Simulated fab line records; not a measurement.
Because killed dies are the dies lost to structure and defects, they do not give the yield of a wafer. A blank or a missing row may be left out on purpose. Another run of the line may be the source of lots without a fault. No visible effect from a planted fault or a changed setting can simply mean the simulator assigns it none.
8D (eight disciplines) problem report, filled in by code | flow sfq line | the parts of the form that need people (team, actions taken, sign-off) are left out

1. THE ISSUE
At SFQ_TRILAYER_M5_ETCH_METAL_ETCH_126, rf fwd power W averages 694.7 W over 3 wafers from 2 lots, while fault-free wafers read 598.2 W, standard deviation 1.7. Measured from the usual mean, that is +57 standard deviations.
The step: etches Nb in Cl2/BCl3, stops on SiO2, time 203.2 s, target depth 265 nm.
Seen first at day 64 11:48 on rie metal-03, wafer L505.4. At this step, 41 wafers from 14 lots have a number in the record. Rule for "out", or "out of limits": more than 4 standard deviations from the usual mean. The rest of the wafers with a number are treated as sound.

2. WHAT IT IS AND WHAT IT IS NOT
question                    | is                     | is not
which readings at this step | rf fwd power W         | drypump motor current A, oes product au
which lots                  | L505, L506             | L493, L494, L497, L498, L499, L500, L501, L502, L510, L511, L514, L516
which wafers of those lots  | L505.4, L505.6, L506.3 | L506.2, L506.6
read on which tools         | rie metal-03           | rie metal-02, rie metal-04
when                        | from day 64 11:48      | up to then (24 sound wafers); but 14 sound wafers of L506, L510, L511, L514, L516 came after

3. WHAT RULES OUT EACH SUSPECT
Counting: any tool at a process step up to the reading remains a suspect provided it ran every lot that is out. Sound lots after the first of them don't rule it out here, since some wafers of a struck lot are sound.
- pvd sputter-03 at SFQ_TRILAYER_JJ_TRILAYER_DEP_SPUTTER_112 (material Nb, target thk 170 nm, time 113.3 s): kept. It ran every lot that is out, first L505 (day 54 09:35); its last sound lot up to then is L497 (day 48 21:24).
- rie metal-03 at SFQ_TRILAYER_M5_ETCH_METAL_ETCH_126 (etches Nb in Cl2/BCl3, stops on SiO2, time 203.2 s, target depth 265 nm): kept. It ran every lot that is out, first L505 (day 64 11:48); its last sound lot up to then is L501 (day 62 12:21). On those wafers its own readings are out: rf fwd power W.
- At SFQ_TRILAYER_M5_ETCH_METAL_ETCH_126 on rie metal-03, chamber 0 took the sound wafers of the same lots and chamber 1 took the wafers that are out.
What counting leaves: pvd sputter-03 at SFQ_TRILAYER_JJ_TRILAYER_DEP_SPUTTER_112 and rie metal-03 at SFQ_TRILAYER_M5_ETCH_METAL_ETCH_126.

4. THE CAUSE (what the simulator had put in)
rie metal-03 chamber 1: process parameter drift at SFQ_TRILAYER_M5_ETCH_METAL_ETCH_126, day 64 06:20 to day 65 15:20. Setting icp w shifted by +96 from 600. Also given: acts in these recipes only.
Counting leaves 2 suspects; this tool is one of them.

5. THE CHAIN OF EFFECTS, in route order
Each row: a reading whose mean over the struck wafers that have a number lies more than 3 standard deviations from the usual. Only readings whose record carries a usual standard deviation are examined. hours: median over the lots of the time between each lot's start at the first step of this table that gives one and its start at this step. sigmas: the change, counted in usual standard deviations.
hours | step                                | reading        | usual   | on struck wafers | change | sigmas
0     | SFQ_TRILAYER_M5_ETCH_METAL_ETCH_126 | rf fwd power W | 598.2 W | 694.7            | +96.5  | +57
The process steps in it:
- SFQ_TRILAYER_M5_ETCH_METAL_ETCH_126: etches Nb in Cl2/BCl3, stops on SiO2, time 203.2 s, target depth 265 nm.

6. WHAT WOULD HAVE CAUGHT IT SOONER
5 hours passed between the start of the fault at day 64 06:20 and the first reading out of limits in this record, taken at day 64 11:48.
